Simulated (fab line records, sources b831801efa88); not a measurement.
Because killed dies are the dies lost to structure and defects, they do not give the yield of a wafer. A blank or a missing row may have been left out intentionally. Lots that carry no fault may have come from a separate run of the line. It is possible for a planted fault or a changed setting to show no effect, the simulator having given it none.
Split-lot trial | flow sky130 | on a route of 708 steps: 5 lots, 23 wafers read

== THE SPLIT ITSELF ==
At SKY_VT_ADJUST_LVTN_IMPLANT_08, the setting energy_kev was moved away from the recipe's 30 on 8 of the 23 wafers read, by +3.2% to +5.8%. For the rest of the wafers, this setting stayed at what the recipe calls for.

The reading comes from the split's own step.

== THE READING ==
implant.drp_nm (the simulator's own value, which no gauge read), in nm, at SKY_VT_ADJUST_LVTN_IMPLANT_08. The file gives no usual value for it.

wafer  | tool, chamber at the split | energy_kev as run | against the recipe | implant.drp_nm, nm | against lot-mates on the recipe
L077.1 | implanter-01, 0            | 30                | recipe             | 42.97              | -
L077.4 | implanter-01, 0            | 30                | recipe             | 42.97              | -
L077.2 | implanter-01, 0            | 31.75             | +5.8%              | 44.74              | +1.77
L077.5 | implanter-01, 0            | 31.75             | +5.8%              | 44.74              | +1.77
L077.6 | implanter-01, 0            | 31.75             | +5.8%              | 44.74              | +1.77
L078.1 | implanter-02, 0            | 30                | recipe             | 42.97              | -
L078.4 | implanter-02, 0            | 30                | recipe             | 42.97              | -
L078.5 | implanter-02, 0            | 30                | recipe             | 42.97              | -
L078.2 | implanter-02, 0            | 31.52             | +5.1%              | 44.52              | +1.55
L078.3 | implanter-02, 0            | 31.52             | +5.1%              | 44.52              | +1.55
L081.1 | implanter-04, 0            | 30                | recipe             | 42.97              | -
L081.4 | implanter-04, 0            | 30                | recipe             | 42.97              | -
L081.5 | implanter-04, 0            | 30                | recipe             | 42.97              | -
L082.2 | implanter-04, 0            | 30                | recipe             | 42.97              | -
L082.3 | implanter-04, 0            | 30                | recipe             | 42.97              | -
L082.4 | implanter-04, 0            | 30                | recipe             | 42.97              | -
L082.5 | implanter-04, 0            | 30                | recipe             | 42.97              | -
L082.6 | implanter-04, 0            | 30                | recipe             | 42.97              | -
L085.1 | implanter-02, 0            | 30                | recipe             | 42.97              | -
L085.3 | implanter-02, 0            | 30                | recipe             | 42.97              | -
L085.2 | implanter-02, 0            | 30.95             | +3.2%              | 43.96              | +0.99
L085.4 | implanter-02, 0            | 30.95             | +3.2%              | 43.96              | +0.99
L085.5 | implanter-02, 0            | 30.95             | +3.2%              | 43.96              | +0.99

THE FIT
A straight line over all 23 wafers: implant.drp_nm changes by +0.305 nm for each +1% of energy_kev; r = +1.00; the points scatter about the line by 0.0095 nm.
The same after taking each lot's own level away (the mean of its wafers on the recipe; 23 wafers): +0.305 nm for each +1%; r = +1.00; scatter 0.0095 nm.
On that fit, the largest move of energy_kev shifts the reading by 1.8 nm.
The lots' own levels span 42.970 to 42.970 nm.
Consequently the slope shifts little with the lot-to-lot level, the two slopes agreeing.
Check: with one of the wafers moved furthest among these (+5.8%) left out of the fit, the line predicts +1.79 nm for it against its lot-mates. It came out at +1.77 nm against them.

== THE OTHER SPLITS THESE WAFERS WENT THROUGH ==
Before the reading, these wafers also passed through other splits. Each is held against what the fit with the lots' levels taken away leaves over:
other split on the same wafers       | wafers away from the commonest value | r with implant.drp_nm (lot level and that fit taken away)
SKY_FIELD_ISO_CVD_03 temp_c          | 15                                   | +0.18
SKY_FIELD_ISO_CLEAN_19 time_s        | 10                                   | -0.13
SKY_FIELD_ISO_WET_ETCH_28 time_s     | 15                                   | -0.69
SKY_DNWELL_COAT_02 resist_thk_nm     | 6                                    | +0.16
SKY_DNWELL_DEVELOP_06 develop_time_s | 8                                    | -0.17
SKY_PWDE_IMPLANT_08 dose_cm2         | 8                                    | -0.11
SKY_NWELL_IMPLANT_24 dose_cm2        | 8                                    | +0.26

== THE WHOLE CHAIN: every reading that the file lists as answering this split, in the file's order ==
step                          | what it does | reading                                                         | change (the file's fit)               | r (the file's)
SKY_VT_ADJUST_LVTN_IMPLANT_08 |              | implant.rp_nm (the simulator's own value, which no gauge read)  | +0.92 nm for each +1% of the setting  | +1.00
SKY_VT_ADJUST_LVTN_IMPLANT_08 |              | implant.drp_nm (the simulator's own value, which no gauge read) | +0.306 nm for each +1% of the setting | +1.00

== FILE'S OWN FIT ==
implant.drp_nm changes by +0.306 nm for each +1% of energy_kev, r = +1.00.
